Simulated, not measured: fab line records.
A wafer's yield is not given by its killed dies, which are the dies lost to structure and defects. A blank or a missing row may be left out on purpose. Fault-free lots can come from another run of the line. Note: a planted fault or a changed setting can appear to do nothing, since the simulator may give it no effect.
Struck lot and sound lot, side by side | flow sky130 | 36 steps out of a route of 708
Sound: the wafers L489.2, L489.3, L489.5. The struck wafers were L493.2, L493.4, L493.5. The cause is named last.
Each step with rows lists, per side, the tool, then ch with its chambers, then its first start. Under that, the readings that differ: sound wafers | struck wafers | difference of the means | sigmas: that difference in standard deviations of wafers without a fault.
alike: readings with means less than 2 such deviations apart, plus words and numbers identical on both sides. not compared: withheld readings, readings lacking a value on some wafer, bounds such as >300 that could conceal the same value, and numbers that have no deviation in the record and whose values overlap.
A row with sigmas, a row that says differs or no value, or rows on one side alone: a step with any of these is where the two part. Non-overlapping numbers with no deviation appear without sigmas and do not part them. A reading that every wafer of one side lacks parts them only if that side has two wafers or more.

first, 10 steps without rows for these wafers: SKY_POLY_CUT_ETCH_10 (etches BARC in N2/H2, stops on SiO2, time 45.9 s, target depth 60 nm); SKY_POLY_CUT_ETCH_11 (etches Si3N4 in CF4/CH2F2/Ar, stops on poly-Si, time 42.5 s, target depth 60 nm); SKY_POLY_CUT_STRIP_12 (strips in O2/N2); SKY_SD_P_DEHYDRATE_00 (time 60 s); SKY_SD_P_HMDS_01 (prime time 60 s); SKY_SD_P_COAT_02 (resist thk 1140 nm); SKY_SD_P_SOFTBAKE_03 (time 60 s); SKY_SD_P_EXPOSE_04 (exposes mask PSDM, target cd 380 nm); SKY_SD_P_PEB_05; SKY_SD_P_DEVELOP_06 (develop time 60 s).
SKY_SD_P_IMPLANT_09:
  sound on implanter-01 ch 0, day 26 07:58; struck on implanter-04 ch 0, day 27 14:42
reading                  | sound             | struck         | difference | sigmas
implantIonAmu            | 49 49 49          | 11 11 11       | -38        | 
model.implant.rpNm (nm)  | 17.08 17.08 17.08 | 67.4 67.4 67.4 | +50.3      | 
model.implant.drpNm (nm) | 9.746 9.746 9.746 | 28.3 28.3 28.3 | +18.6      | 
SKY_SD_P_STRIP_10: strips in O2/N2.
  sound on plasmaAsher-04 ch 0,1, day 26 08:05; struck on plasmaAsher-04 ch 0,1, day 27 14:49
reading                  | sound             | struck            | difference | sigmas
oesProductAu (a.u.)      | 0.621 0.612 0.624 | 0.611 0.604 0.600 | -0.014     | -3
stripTimeToEndpointS (s) | 17.44 17.45 17.48 | 18.16 18.13 18.19 | +0.70      | +15
  alike: drypumpMotorCurrentA
  not compared: rfHoursCounterH
SKY_SD_P_TW_MEAS_11:
  sound: filmMetro-01 at day 26 08:11; struck: filmMetro-04 at day 27 14:56
reading | sound          | struck         | difference | sigmas
SD_P_TW | 2851 2862 2856 | 2107 2125 2110 | -742       | -27
then, 21 steps without rows for these wafers: SKY_RES_XHIGH_DEHYDRATE_00 (time 60 s); SKY_RES_XHIGH_HMDS_01 (prime time 60 s); SKY_RES_XHIGH_COAT_02 (resist thk 1140 nm); SKY_RES_XHIGH_SOFTBAKE_03 (time 60 s); SKY_RES_XHIGH_EXPOSE_04 (exposes mask URPM, target cd 1270 nm); SKY_RES_XHIGH_PEB_05; SKY_RES_XHIGH_DEVELOP_06 (develop time 60 s); SKY_RES_XHIGH_IMPLANT_07; SKY_RES_XHIGH_STRIP_08 (strips in O2/N2); SKY_SD_N_DEHYDRATE_00 (time 60 s); SKY_SD_N_HMDS_01 (prime time 60 s); SKY_SD_N_COAT_02 (resist thk 1140 nm); SKY_SD_N_SOFTBAKE_03 (time 60 s); SKY_SD_N_EXPOSE_04 (exposes mask NSDM, target cd 380 nm); SKY_SD_N_PEB_05; SKY_SD_N_DEVELOP_06 (develop time 60 s); SKY_SD_N_IMPLANT_09; SKY_SD_N_IMPLANT_10; SKY_SD_N_STRIP_11 (strips in O2/N2); SKY_SD_N_CLEAN_13 (cleans in SC1/SC2, time 150 s); SKY_SD_N_RTA_14 (time 2 s).
-- the record jumps here: 2 days lie between the struck wafers' starts before and after --
SKY_SD_N_RS_MEAS_17: the measuring method here is four-point-probe.
  sound: filmMetro-01 at day 28 15:43; struck: filmMetro-01 at day 29 23:13
reading          | sound             | struck         | difference | sigmas
SD_P_RS (ohm/sq) | 147.3 147.1 147.2 | 52.2 52.1 52.0 | -95.1      | -99 or more
-- record jumps: 17 days separate the struck wafers' starts on either side; left off in module SD_N, taken up again in module PAD_OPEN, whose first shown step is the route's number 708 --
SKY_PAD_OPEN_PROBE_99:
  the record has rows for the struck wafers here (prober-01, day 47 07:04) and none for the sound ones

WHERE THEY PART
Last at SKY_PAD_OPEN_PROBE_99 as far as this record goes, first at SKY_SD_P_STRIP_10.

WHY: whatever the simulator had introduced
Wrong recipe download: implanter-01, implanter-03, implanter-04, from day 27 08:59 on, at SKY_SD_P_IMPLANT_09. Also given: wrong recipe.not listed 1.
